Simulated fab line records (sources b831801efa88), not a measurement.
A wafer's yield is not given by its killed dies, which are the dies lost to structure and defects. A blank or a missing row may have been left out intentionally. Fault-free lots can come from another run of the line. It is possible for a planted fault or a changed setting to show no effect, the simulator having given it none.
Comparing a struck lot with a sound one ; flow gf180mcu ; 16 steps out of a route of 602
Sound: the wafers L852.1, L852.3, L852.4. Struck: wafer L863.4. (L863.2, L863.5 of the same lot were not struck and are left out.) The cause comes at the end.
Per side, at each step with rows, come the tool, then ch with its chambers, and then its first start. Under that, the readings that differ: sound wafers ; struck wafers ; difference of the means ; sigmas: that difference in standard deviations of wafers without a fault.
alike: words and numbers the same on both sides, and readings whose means are apart by under 2 such deviations; not compared: readings that were withheld, readings missing a value for some wafer, numbers with overlapping values and no deviation given by the record, and bounds like >300 which may hide the same value.
Wherever a step has rows on one side only, a row that says differs or no value, or a row with sigmas, the two part there. Numbers that have no deviation but don't overlap get no sigmas and don't part them. A reading missing from all wafers of one side parts the sides only when that side holds two or more wafers.

first, 1 step without rows for these wafers: GF_HV_LDD_DEVELOP_06 (develop time 60 s).
GF_HV_LDD_CD_MEAS_07: the cd target is 400 nm.
  sound: cd_sem-02 at day 10 12:01; struck: cd_sem-01 at day 13 20:26
  alike: cd_nm
GF_HV_LDD_OVL_MEAS_08:
  sound: overlay-02 at day 10 12:08; struck: overlay-02 at day 13 20:32
reading;sound;struck;difference;sigmas
HV_LDD_OVL (nm);2.8 2.1 1.7;-1.1;-3.3;-2
then, 1 step without rows for these wafers: GF_HV_LDD_IMPLANT_09.
GF_HV_LDD_STRIP_10: strips in O2/N2.
  sound on plasma_asher-04 ch 0,1, day 10 12:19; struck on plasma_asher-04 ch 0, day 13 20:43
  alike: chamber_pressure_mTorr, drypump_motor_current_A, heater_power_w, oes_product_au, strip_time_to_endpoint_s
  not compared: rf_hours_counter_h
GF_HV_LDD_TW_MEAS_11:
  sound: film_metro-04 at day 10 12:25; struck: film_metro-02 at day 13 20:50
reading;sound;struck;difference;sigmas
HV_LDD_TW;2448 2442 2441;2375;-69;-3
then, 6 steps without rows for these wafers: GF_HV_LDD_DEHYDRATE_12 (time 60 s); GF_HV_LDD_HMDS_13 (prime time 60 s); GF_HV_LDD_COAT_14 (resist thk 1000 nm); GF_HV_LDD_SOFTBAKE_15 (time 60 s); GF_HV_LDD_EXPOSE_16 (exposes mask Pplus LV AREA, target cd 400 nm); GF_HV_LDD_PEB_17.
GF_HV_LDD_DEVELOP_18: develop time 60 s.
  sound on litho_track-04 ch 0, day 11 06:37; struck on litho_track-04 ch 0, day 14 17:44
reading;sound;struck;difference;sigmas
resist_line_temp_C (C);23.02 23.07 22.88;23.28;+0.29;+2
GF_HV_LDD_CD_MEAS_19: the cd target is 400 nm.
  sound: cd_sem-01 at day 11 06:46; struck: cd_sem-01 at day 14 17:53
reading;sound;struck;difference;sigmas
cd_nm (nm);405.5 402.1 399.5;421.0;+18.6;+8
GF_HV_LDD_OVL_MEAS_20:
  sound: overlay-01 at day 11 06:53; struck: overlay-01 at day 14 17:59
  alike: HV_LDD_01_OVL
GF_PASSIVATION_PROBE_99:
  sound wafers here have rows in the record (prober-02, day 29 14:31); struck ones have none

== WHERE THEY PART ==
First at GF_HV_LDD_OVL_MEAS_08; last, within this record, at GF_PASSIVATION_PROBE_99.

WHY: the cause the simulator had injected
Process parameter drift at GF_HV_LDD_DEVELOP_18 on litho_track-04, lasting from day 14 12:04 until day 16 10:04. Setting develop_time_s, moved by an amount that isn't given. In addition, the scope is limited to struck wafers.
